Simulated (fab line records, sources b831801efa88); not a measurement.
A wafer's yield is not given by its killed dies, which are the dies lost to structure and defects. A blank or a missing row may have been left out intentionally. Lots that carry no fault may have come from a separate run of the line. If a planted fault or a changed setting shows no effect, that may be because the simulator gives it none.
Struck lot and sound lot, side by side || flow sky130 || 23 out of 708 route steps
Sound: wafers L381.2, L381.3, L381.6. Struck: wafer L388.6 (left out: L388.1, L388.2 of the same lot, which were not struck); the cause appears at the end.
Each step with rows lists, per side, the tool, then ch with its chambers, then its first start. Under that, the readings that differ: sound wafers || struck wafers || difference of the means || sigmas: that difference in standard deviations of wafers without a fault.
alike: words and numbers the same on both sides, and readings whose means are apart by under 2 such deviations; not compared: readings that were withheld, readings missing a value for some wafer, numbers with overlapping values and no deviation given by the record, and bounds like >300 which may hide the same value.
Wherever a step has rows on one side only, a row that says differs or no value, or a row with sigmas, the two part there. Numbers that have no deviation but don't overlap get no sigmas and don't part them. A reading missing from all wafers of one side parts the sides only when that side holds two or more wafers.

first, 1 step without rows for these wafers: SKY_CAP2M_DEVELOP_11 (develop time 60 s).
SKY_CAP2M_OVL_MEAS_12:
  sound on overlay-02, day 41 07:22; struck on overlay-02, day 43 17:43
  alike: CAP2M_OVL
SKY_CAP2M_METAL_ETCH_13: etches TiN in Cl2/BCl3, stops on SiO2, target depth 220 nm, time 62.9 s.
  sound on rie-metal-03 ch 0,1, day 41 07:24; struck on rie-metal-02 ch 0, day 43 17:45
{"reading": "drypump-motor-current-A (A)", "sound": "6.07 6.08 5.88", "struck": 5.05, "difference": -0.96, "sigmas": -3}
  alike: he-backside-leak-sccm, oes-product-au, throttle-valve-pct
  not compared: rf-hours-counter-h
SKY_CAP2M_STRIP_14: strips in O2/N2.
  sound on plasma-asher-02 ch 1, day 41 07:29; struck on plasma-asher-04 ch 1, day 43 17:50
{"reading": "drypump-motor-current-A (A)", "sound": "4.75 4.76 4.75", "struck": 5.36, "difference": "+0.61", "sigmas": "+3"}
{"reading": "oes-product-au (a.u.)", "sound": "0.715 0.716 0.714", "struck": 0.702, "difference": -0.013, "sigmas": -3}
{"reading": "strip-time-to-endpoint-s (s)", "sound": "12.65 12.67 12.69", "struck": 12.56, "difference": -0.11, "sigmas": -2}
  alike: o2-flow-sccm
  not compared: rf-hours-counter-h
then, 8 steps without rows for these wafers: SKY_CAP2M_STRIP_15 (strips in post etch residue remover, time 1200 s); SKY_CAP2M_CLEAN_16 (cleans in IPA, time 180 s); SKY_CAP2M_CLEAN_17 (cleans in O3/DIW); SKY_METAL4_DEHYDRATE_05 (time 60 s); SKY_METAL4_HMDS_06 (prime time 60 s); SKY_METAL4_COAT_07 (resist thk 60 nm); SKY_METAL4_COAT_08 (resist thk 1140 nm); SKY_METAL4_SOFTBAKE_09 (time 90 s).
SKY_METAL4_EXPOSE_10: exposes mask MM4, target cd 300 nm.
  sound on krf-scanner-02 ch 0, day 41 20:05; struck on krf-scanner-02 ch 0, day 44 05:52
  alike: mask, focus-offset-nm, stage-vel-mm-s
then, 2 steps without rows for these wafers: SKY_METAL4_PEB_11; SKY_METAL4_DEVELOP_12 (develop time 60 s).
SKY_METAL4_CD_MEAS_13 targets a cd of 300 nm.
  sound on cd-sem-01, day 42 07:51; struck on cd-sem-02, day 44 16:58
{"reading": "cd-nm (nm)", "sound": "301.4 300.7 301.6", "struck": 284.6, "difference": -16.6, "sigmas": -10}
SKY_METAL4_OVL_MEAS_14:
  sound on overlay-02, day 42 07:58; struck on overlay-02, day 44 17:05
  alike: METAL4_OVL
SKY_METAL4_DESCUM_15: chemistry O2, time 8 s.
  sound on rie-metal-01 ch 1, day 42 08:00; struck on rie-metal-03 ch 1, day 44 17:08
{"reading": "oes-product-au (a.u.)", "sound": "0.993 0.995 0.997", "struck": 1.015, "difference": "+0.020", "sigmas": "+2"}
{"reading": "model.METAL4.cd-nm (nm)", "sound": "301.6 301.2 301.8", "struck": 284.7, "difference": -16.8, "sigmas": ""}
  alike: drypump-motor-current-A, he-backside-leak-sccm
  not compared: rf-hours-counter-h
SKY_METAL4_ETCH_16: etches BARC in N2/H2, stops on SiO2, time 88.2 s, target depth 60 nm.
  sound on rie-metal-01 ch 1, day 42 08:05; struck on rie-metal-03 ch 1, day 44 17:10
  alike: drypump-motor-current-A, he-backside-leak-sccm, oes-product-au, throttle-valve-pct
  not compared: rf-hours-counter-h
SKY_METAL4_ETCH_17: etches SiO2 in C4F8/O2/Ar, stops on TiN, time 3.9 s, target depth 15 nm.
  sound on rie-diel-02 ch 1,3, day 42 08:15; struck on rie-diel-02 ch 3, day 44 17:16
  alike: oes-product-au
  not compared: rf-hours-counter-h
SKY_METAL4_METAL_ETCH_18: etches the open film in Cl2/BCl3, stops on SiO2, target depth 845 nm, time 183.1 s.
  sound on rie-metal-04 ch 0,1, day 42 08:16; struck on rie-metal-01 ch 1, day 44 17:17
{"reading": "throttle-valve-pct (%)", "sound": "22.278 22.254 22.268", "struck": 22.238, "difference": -0.029, "sigmas": -3}
{"reading": "model.METAL4.cd-nm (nm)", "sound": "304.8 309.2 305.7", "struck": 281.3, "difference": -25.3, "sigmas": ""}
  alike: drypump-motor-current-A, he-backside-leak-sccm, oes-product-au
  not compared: rf-hours-counter-h
SKY_METAL4_STRIP_19: strips in O2/N2.
  sound on plasma-asher-04 ch 0,1, day 42 08:27; struck on plasma-asher-04 ch 0, day 44 17:27
{"reading": "o2-flow-sccm (sccm)", "sound": "3001 2986 2986", "struck": 3014, "difference": "+23", "sigmas": "+2"}
  alike: drypump-motor-current-A, oes-product-au, strip-time-to-endpoint-s
  not compared: rf-hours-counter-h
-- the record jumps here: 4 days lie between the struck wafers' starts before and after (it left off in module METAL4 and takes up again in module PAD_OPEN, whose first step shown is number 708 of the route) --
SKY_PAD_OPEN_PROBE_99:
  sound on prober-01, day 46 08:16; struck on prober-01, day 48 11:40
{"reading": "model.etest.met4.width-nm (nm)", "sound": "303.1 310.4 305.5", "struck": 283.4, "difference": -22.9, "sigmas": ""}
{"reading": "model.etest.met4.line-ohm-um", "sound": "0.1403 0.1354 0.1418", "struck": 0.1521, "difference": "+0.0129", "sigmas": ""}
  alike: defect-limited-yield, killed_at_M0_to_M3, killed_at_M4_up, killed-at-contacts, killed-at-front-end, killed-at-other, killed-dies, killed-open, killed-short, sort_bin_3_pad_short, sort_bin_5_function, sort_bin_6_memory, sort-n-pass, sort-yield-pct

## WHERE THEY PART
First at SKY_CAP2M_METAL_ETCH_13; last, within this record, at SKY_METAL4_STRIP_19. Later steps at which nothing parts them and some readings are alike: SKY_PAD_OPEN_PROBE_99.

WHY: the cause the simulator had injected
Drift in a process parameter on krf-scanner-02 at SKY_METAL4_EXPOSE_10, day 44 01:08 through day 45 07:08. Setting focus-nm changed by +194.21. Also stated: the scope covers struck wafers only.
